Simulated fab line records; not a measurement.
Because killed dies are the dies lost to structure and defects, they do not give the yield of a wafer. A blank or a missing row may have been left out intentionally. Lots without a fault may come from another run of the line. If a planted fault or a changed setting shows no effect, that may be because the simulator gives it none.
Which tool did it?	flow gf180mcu	Sampling: 12 lots, 36 wafers, 4 of 602 route steps

## WHAT THE GAUGES READ, wafer by wafer
GF_HV_LDD_OVL_MEAS_47. Usual: for HV_LDD_03_OVL the level is 0.9 nm and the standard deviation is 1.7.
lot	measured	on	HV_LDD_03_OVL (nm)	flag
L877	day 12 06:04	overlay-02	-1.5 0.6 -0.2	
L878	day 12 11:56	overlay-02	-1.1 1.5 0.5	
L879	day 13 00:28	overlay-01	2.6 1.2 2.0	
L883	day 14 07:43	overlay-01	1.9 0.4 1.0	
L884	day 14 16:57	overlay-01	0.5 0.0 -0.7	
L887	day 16 05:05	overlay-02	-0.6 -0.2 -0.1	
L891	day 17 05:34	overlay-01	2.6 -1.3 -1.4	
L892	day 17 19:26	overlay-02	-2.9 -1.5 -1.5	
L893	day 18 00:55	overlay-02	0.5 -0.5 1.3	
L896	day 18 23:17	overlay-01	2.9 2.3 3.1	
L898	day 19 19:40	overlay-01	0.7 2.4 3.1	
L899	day 19 22:26	overlay-02	-1.7 -0.1 1.7	

GF_NSD_CD_MEAS_07: target cd 400 nm. Usual: cd nm reads 399.3 nm (standard deviation 2.3).
lot	measured	on	cd nm (nm)	flag
L877	day 13 05:04	cd sem-02	398.4 399.6 396.8	
L878	day 13 10:50	cd sem-01	397.4 397.9 395.5	
L879	day 14 00:07	cd sem-02	404.4 402.8 403.3	
L883	day 15 07:52	cd sem-02	397.8 398.2 399.6	
L884	day 15 17:42	cd sem-02	397.5 398.6 398.5	
L887	day 17 06:05	cd sem-01	402.2 403.3 402.2	
L891	day 18 07:28	cd sem-02	397.9 399.4 400.3	
L892	day 18 23:32	cd sem-01	401.2 399.7 399.5	
L893	day 19 04:10	cd sem-02	401.2 400.6 400.3	
L896	day 20 02:14	cd sem-01	428.0 428.2 428.4	OFF
L898	day 20 22:58	cd sem-02	399.4 399.1 397.6	
L899	day 21 01:37	cd sem-01	423.3 423.7 421.9	OFF

## EACH LOT AND THE TOOL THAT RAN IT (in order: tool; ch and the chambers of the sampled wafers; start)
lot	GF_HV_LDD_STRIP_49	GF_NSD_DEVELOP_06
L877	plasma asher-04 ch 0,1, day 12 06:16	litho track-01 ch 0, day 13 04:55
L878	plasma asher-04 ch 0,1, day 12 12:08	litho track-01 ch 0, day 13 10:41
L879	plasma asher-04 ch 0,1, day 13 00:39	litho track-03 ch 0, day 13 23:58
L883	plasma asher-02 ch 0,1, day 14 07:54	litho track-04 ch 0, day 15 07:43
L884	plasma asher-04 ch 0,1, day 14 17:09	litho track-01 ch 0, day 15 17:34
L887	plasma asher-02 ch 0,1, day 16 05:16	litho track-03 ch 0, day 17 05:57
L891	plasma asher-04 ch 0,1, day 17 05:45	litho track-04 ch 0, day 18 07:19
L892	plasma asher-04 ch 0,1, day 17 19:37	litho track-03 ch 0, day 18 23:24
L893	plasma asher-03 ch 0,1, day 18 01:06	litho track-03 ch 0, day 19 04:01
L896	plasma asher-04 ch 0,1, day 18 23:28	litho track-04 ch 0, day 20 02:05
L898	plasma asher-04 ch 0,1, day 19 19:52	litho track-03 ch 0, day 20 22:49
L899	plasma asher-02 ch 0,1, day 19 22:37	litho track-04 ch 0, day 21 01:28
- GF_HV_LDD_STRIP_49: strips in O2/N2.
- GF_NSD_DEVELOP_06: develop time 60 s.

## WHAT THE TOOLS THEMSELVES READ (means of the sampled wafers that have a number; where no wafer has one, the mark that the record gives instead)
GF_HV_LDD_STRIP_49. Usual: chamber pressure mTorr 1500.1 mTorr, standard deviation 1.3; drypump motor current A 5.9 A, standard deviation 0.38; heater power w 318 W, standard deviation 26; oes product au 0.715 a.u., standard deviation 0.0041; platen temp c 250.00 C, standard deviation 0.18; strip time to endpoint s 12.63 s, standard deviation 0.033.
lot	tool	chamber pressure mTorr (mTorr)	drypump motor current A (A)	heater power w (W)	oes product au (a.u.)	platen temp c (C)	strip time to endpoint s (s)	flag
L877	plasma asher-04	1500.7	6.1	307	0.717	249.96	12.62	
L878	plasma asher-04	1499.3	6.1	314	0.714	249.98	12.63	
L879	plasma asher-04	1500.3	6.1	310	0.713	250.07	12.69	
L883	plasma asher-02	1501.0	6.0	308	0.717	250.00	12.68	
L884	plasma asher-04	1498.3	5.8	315	0.715	250.05	12.66	
L887	plasma asher-02	1499.4	6.0	309	0.718	249.98	12.62	
L891	plasma asher-04	1499.2	6.1	313	0.713	250.11	12.62	
L892	plasma asher-04	1500.2	5.8	316	0.716	250.05	12.59	
L893	plasma asher-03	1499.6	5.5	347	0.713	250.14	12.60	
L896	plasma asher-04	1499.2	6.1	311	0.713	249.90	12.58	
L898	plasma asher-04	1500.5	6.1	314	0.717	249.79	12.64	
L899	plasma asher-02	1499.5	6.0	302	0.717	250.04	12.62	

GF_NSD_DEVELOP_06. Usual: developer temp C reads 23.00 C (standard deviation 0.11).
lot	tool	developer temp C (C)	flag
L877	litho track-01	22.90	
L878	litho track-01	23.11	
L879	litho track-03	23.15	
L883	litho track-04	22.98	
L884	litho track-01	22.93	
L887	litho track-03	22.98	
L891	litho track-04	22.95	
L892	litho track-03	22.84	
L893	litho track-03	22.92	
L896	litho track-04	23.11	
L898	litho track-03	23.01	
L899	litho track-04	23.08	

## THE ANSWER, worked out from the rows above alone
Rule: lot off if the mean of its wafers having a number is beyond 3 standard deviations from the usual mean. Also off: a lot with no number at a reading for which 4 or more lots have one. Any other lot the step has rows for is counted as sound. First the gauges in route order, then the tools' own readings, where a lot's mean is used as printed above. The first step at which some lot is off is used, and at that step the reading that is off furthest; a lot without a number counts as furthest.
Off: L896, L899 (GF_NSD_CD_MEAS_07, cd nm).
If a tool, at a process step before that reading, ran all the lots that are off and no sound lot after the first of them, it fits. Gauges at GF_NSD_CD_MEAS_07: tried the same way as those tools. This does not decide it: 2 tools fit, namely litho track-04 at GF_NSD_DEVELOP_06 and cd sem-01 at GF_NSD_CD_MEAS_07.

## WHAT THE SIMULATOR HAD INSERTED
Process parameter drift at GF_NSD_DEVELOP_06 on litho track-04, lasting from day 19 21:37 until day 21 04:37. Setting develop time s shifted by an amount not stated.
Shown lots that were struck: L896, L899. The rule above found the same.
